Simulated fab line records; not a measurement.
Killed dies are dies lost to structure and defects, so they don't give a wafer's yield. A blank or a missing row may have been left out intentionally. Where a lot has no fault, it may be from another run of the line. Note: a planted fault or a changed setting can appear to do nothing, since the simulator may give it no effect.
A struck lot beside a sound one + flow sky130 + 43 out of 708 route steps
Sound: wafers L431.2, L431.3, L431.4. Wafers L439.1, L439.2, L439.3 were the ones struck. The cause is given at the end.
At each step with rows: each side's tool, then ch and its chambers, then its first start. Under that, the readings that differ: sound wafers + struck wafers + difference of the means + sigmas: that difference in standard deviations of wafers without a fault.
alike: readings with means less than 2 such deviations apart, plus words and numbers identical on both sides. not compared: withheld readings, readings lacking a value on some wafer, bounds such as >300 that could conceal the same value, and numbers that have no deviation in the record and whose values overlap.
A row with sigmas, a row that says differs or no value, or rows on one side alone: a step with any of these is where the two part. Numbers that have no deviation but don't overlap get no sigmas and don't part them. Lack of a reading on every wafer of one side parts them only where that side has two or more wafers.

SKY_GATE_OXIDE_TW_MEAS_14:
  sound on filmMetro-04 at day 14 17:50; struck on filmMetro-04 at day 16 23:45
  alike: GATE_OXIDE_TW
then, 3 steps without rows for these wafers: SKY_GATE_OXIDE_CLEAN_15 (cleans in SC1/SC2, time 150 s); SKY_GATE_OXIDE_OXIDATION_16 (stabilise 600 s, purge 300 s, target thk 3.57 nm); SKY_POLY_GATE_CVD_00 (deposits poly-Si, target thk 180 nm, time 720 s).
SKY_POLY_GATE_THK_MEAS_01:
  sound on filmMetro-04 at day 14 21:21; struck on filmMetro-03 at day 17 04:07
  alike: POLY_GATE_CVD_00_THK
then, 7 steps without rows for these wafers: SKY_RES_PROTECT_DEHYDRATE_00 (time 60 s); SKY_RES_PROTECT_HMDS_01 (prime time 60 s); SKY_RES_PROTECT_COAT_02 (resist thk 1140 nm); SKY_RES_PROTECT_SOFTBAKE_03 (time 60 s); SKY_RES_PROTECT_EXPOSE_04 (exposes mask RPM, target cd 1270 nm); SKY_RES_PROTECT_PEB_05; SKY_RES_PROTECT_DEVELOP_06 (develop time 60 s).
SKY_POLY_GATE_IMPLANT_02:
  sound on implanter-03 ch 0, day 16 00:00; struck on implanter-02 ch 0, day 18 09:20
| reading                       | sound                  | struck                     | difference | sigmas |
|-------------------------------|------------------------|----------------------------|------------|--------|
| beamOnS (s)                   | 37.3 37.7 37.5         | 32.9 31.0 33.1             | -5.2       | -2     |
| endStationPressureTorr (Torr) | 1.04e-05 1e-05 9.9e-06 | 1.19e-05 1.23e-05 1.23e-05 | +2.07e-06  | +2     |
| faradayCurrentUA              | 11399 11346 11361      | 12888 13599 12835          | +1739      | +2     |
SKY_RES_PROTECT_STRIP_07: strips in O2/N2.
  sound on plasmaAsher-02 ch 0,1, day 16 00:07; struck on plasmaAsher-02 ch 0,1, day 18 09:29
  alike: drypumpMotorCurrentA, oesProductAu, stripTimeToEndpointS
  not compared: rfHoursCounterH
SKY_RES_PROTECT_TW_MEAS_08:
  sound on filmMetro-01 at day 16 00:14; struck on filmMetro-01 at day 18 09:35
  alike: POLY_GATE_TW
then, 2 steps without rows for these wafers: SKY_RES_PROTECT_CLEAN_09 (cleans in SC1/SC2, time 150 s); SKY_POLY_GATE_CVD_03 (deposits Si3N4 from DCS/NH3, target thk 75 nm, time 1290 s).
SKY_POLY_GATE_THK_MEAS_04:
  sound on filmMetro-04 at day 16 02:47; struck on filmMetro-02 at day 18 12:55
  alike: POLY_GATE_CVD_03_THK
then, 8 steps without rows for these wafers: SKY_POLY_GATE_DEHYDRATE_05 (time 60 s); SKY_POLY_GATE_HMDS_06 (prime time 60 s); SKY_POLY_GATE_COAT_07 (resist thk 110 nm); SKY_POLY_GATE_COAT_08 (resist thk 450 nm); SKY_POLY_GATE_SOFTBAKE_09 (time 90 s); SKY_POLY_GATE_EXPOSE_10 (exposes mask P1M, target cd 150 nm); SKY_POLY_GATE_PEB_11; SKY_POLY_GATE_DEVELOP_12 (develop time 60 s).
SKY_POLY_GATE_CD_MEAS_13: the cd target is 150 nm.
  sound on cdSem-01 at day 17 08:40; struck on cdSem-02 at day 19 20:03
  alike: cdNm
SKY_POLY_GATE_OVL_MEAS_14:
  sound on overlay-02 at day 17 08:46; struck on overlay-02 at day 19 20:10
  alike: POLY_GATE_OVL
SKY_POLY_GATE_ETCH_15: etches BARC in N2/H2, stops on SiO2, time 118.5 s, target depth 110 nm.
  sound on rieDiel-01 ch 0,1,2, day 17 08:48; struck on rieDiel-03 ch 0,1,2, day 19 20:12
  alike: drypumpMotorCurrentA, oesProductAu, throttleValvePct
  not compared: rfHoursCounterH
SKY_POLY_GATE_ETCH_16: etches Si3N4 in CH3F/O2, stops on poly-Si, time 147.5 s, target depth 75 nm.
  sound on rieDiel-01 ch 0,1,2, day 17 08:53; struck on rieDiel-03 ch 0,1,2, day 19 20:17
  alike: drypumpMotorCurrentA, oesProductAu, throttleValvePct
  not compared: rfHoursCounterH
SKY_POLY_GATE_ETCH_17: etches poly-Si in HBr/Cl2, stops on SiO2, target depth 180 nm, time 70.5 s.
  sound on rieSi-01 ch 0,2,3, day 17 08:59; struck on rieSi-01 ch 0,1,3, day 19 20:23
  alike: drypumpMotorCurrentA, oesProductAu, throttleValvePct
  not compared: rfHoursCounterH
SKY_POLY_GATE_STRIP_18: strips in O2/N2.
  sound on plasmaAsher-02 ch 0,1, day 17 09:02; struck on plasmaAsher-01 ch 0,1, day 19 20:26
  alike: drypumpMotorCurrentA, oesProductAu, stripTimeToEndpointS
  not compared: rfHoursCounterH
then, 2 steps without rows for these wafers: SKY_POLY_GATE_CLEAN_19 (cleans in SC1/SC2, time 150 s); SKY_POLY_GATE_OXIDATION_20 (stabilise 600 s, purge 300 s, target thk 4 nm).
SKY_POLY_GATE_THK_MEAS_21:
  sound on filmMetro-03 at day 17 10:34; struck on filmMetro-03 at day 19 21:50
  alike: POLY_GATE_OXIDATION_THK
SKY_POLY_GATE_CD_MEAS_22:
  sound on cdSem-02 at day 17 10:38; struck on cdSem-02 at day 19 21:54
  alike: cdNm
then, 6 steps without rows for these wafers: SKY_LDD_N_DEHYDRATE_00 (time 60 s); SKY_LDD_N_HMDS_01 (prime time 60 s); SKY_LDD_N_COAT_02 (resist thk 300 nm); SKY_LDD_N_SOFTBAKE_03 (time 60 s); SKY_LDD_N_EXPOSE_04 (exposes mask NTM, target cd 840 nm); SKY_LDD_N_PEB_05.
-- record jumps: 28 days separate the struck wafers' starts on either side; left off in module LDD_N, taken up again in module PAD_OPEN, whose first shown step is the route's number 708 --
SKY_PAD_OPEN_PROBE_99:
  record: rows for the struck wafers here (prober-01, day 48 07:37), none for the sound ones

## WHERE THEY PART
Earliest at SKY_POLY_GATE_IMPLANT_02; latest, in this record, at SKY_PAD_OPEN_PROBE_99.

WHY: what had been put in by the simulator
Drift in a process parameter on implanter-02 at SKY_POLY_GATE_IMPLANT_02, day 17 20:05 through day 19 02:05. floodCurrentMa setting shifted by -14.
